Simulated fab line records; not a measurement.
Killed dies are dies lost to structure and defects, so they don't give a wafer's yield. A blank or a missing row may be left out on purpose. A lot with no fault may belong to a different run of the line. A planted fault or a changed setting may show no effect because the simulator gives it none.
A lot that was struck, set against a sound lot -- flow sky130 -- 15 steps out of a route of 708
Sound: the wafers L491.1, L491.3, L491.4. Struck: wafer L497.1. (L497.3, L497.5 of the same lot were not struck and are left out.) The cause comes at the end.
Each step with rows lists, per side, the tool, then ch with its chambers, then its first start. Under that, the readings that differ: sound wafers -- struck wafers -- difference of the means -- sigmas: that difference in standard deviations of wafers without a fault.
alike: same words and numbers on both sides, and readings whose means sit less than 2 such deviations apart. not compared: any withheld reading, any reading some wafer has no value for, any bound like >300 that may hide the same value, and any number with overlapping values for which the record gives no deviation.
Wherever a step has rows on one side only, a row that says differs or no value, or a row with sigmas, the two part there. Non-overlapping numbers with no deviation appear without sigmas and do not part them. Lack of a reading on every wafer of one side parts them only where that side has two or more wafers.

SKY_VIA3_OVL_MEAS_13:
  sound: overlay-02 at day 39 23:05; struck: overlay-02 at day 41 14:39
  alike: VIA3_OVL
SKY_VIA3_ETCH_14: etches BARC in N2/H2, stops on SiO2, time 45.9 s, target depth 60 nm.
  sound on rieDiel-01 ch 0,1, day 39 23:07; struck on rieDiel-01 ch 0, day 41 14:41
reading,sound,struck,difference,sigmas
oesProductAu (a.u.),0.849 0.853 0.850,0.862,+0.011,+2
  alike: chamberPressureMTorr, drypumpMotorCurrentA, throttleValvePct
  not compared: rfHoursCounterH
then, 1 step without rows for these wafers: SKY_VIA3_ETCH_15 (etches SiO2 in C4F8/O2/Ar, stops on TiN, target depth 507 nm, time 78 s).
SKY_VIA3_STRIP_16: strips in O2/N2.
  sound on plasmaAsher-03 ch 0,1, day 39 23:13; struck on plasmaAsher-01 ch 0, day 41 14:47
  alike: chamberPressureMTorr, drypumpMotorCurrentA, oesProductAu, stripTimeToEndpointS
  not compared: rfHoursCounterH
then, 3 steps without rows for these wafers: SKY_VIA3_STRIP_17 (strips in post etch residue remover, time 1200 s); SKY_VIA3_CLEAN_18 (cleans in IPA, time 180 s); SKY_VIA3_CLEAN_19 (cleans in O3/DIW).
SKY_VIA3_SPUTTER_20: material TiN, target thk 20 nm, time 80 s.
  sound: pvdSputter-03 at day 39 23:49; struck: pvdSputter-04 at day 41 15:25
  alike: throttleValvePct
SKY_VIA3_CVD_21: deposits W, target thk 390 nm, time 117.31 s.
  sound on cvdW-02 ch 0,1, day 39 23:52; struck on cvdW-02 ch 0, day 41 15:29
  alike: chamberPressureTorr, heaterPowerW
  not compared: sinceWetCleanH
SKY_VIA3_RS_MEAS_22: a four-point-probe measurement.
  sound: filmMetro-02 at day 40 00:00; struck: filmMetro-02 at day 41 15:36
  alike: VIA3_W_RS
SKY_VIA3_THK_MEAS_23: measures by xrf.
  sound: filmMetro-02 at day 40 00:07; struck: filmMetro-02 at day 41 15:43
  alike: VIA3_W_THK
SKY_VIA3_CMP_24: polishes, stops on SiO2, t overpolish 20 s, target thk 0 nm.
  sound on cmp-02 ch 0,2,3, day 40 00:11; struck on cmp-02 ch 2, day 41 15:53
  alike: motorCurrentA, overpolishRunS, slurryFilterDpKPa, timeToEndpointS
SKY_METAL4_SPUTTER_00: material Ti, target thk 15 nm, time 10 s.
  sound: pvdSputter-02 at day 40 00:29; struck: pvdSputter-01 at day 41 16:05
reading,sound,struck,difference,sigmas
throttleValvePct (%),29.8 29.0 29.5,31.3,+1.9,+2
model.Ti_of_METAL4_SPUTTER_00.thkNm (nm),15.23 15.19 15.39,18.55,+3.28,
then, 1 step without rows for these wafers: SKY_METAL4_SPUTTER_01 (material TiN, target thk 20 nm, time 16.7 s).
-- the record jumps here: 6 days lie between the struck wafers' starts before and after (it left off in module METAL4 and takes up again in module PAD_OPEN, whose first step shown is number 708 of the route) --
SKY_PAD_OPEN_PROBE_99:
  the record has rows for the struck wafers here (prober-02, day 47 11:09) and none for the sound ones

WHERE THEY PART
Earliest at SKY_VIA3_ETCH_14; latest, in this record, at SKY_PAD_OPEN_PROBE_99.

WHY: the cause the simulator had injected
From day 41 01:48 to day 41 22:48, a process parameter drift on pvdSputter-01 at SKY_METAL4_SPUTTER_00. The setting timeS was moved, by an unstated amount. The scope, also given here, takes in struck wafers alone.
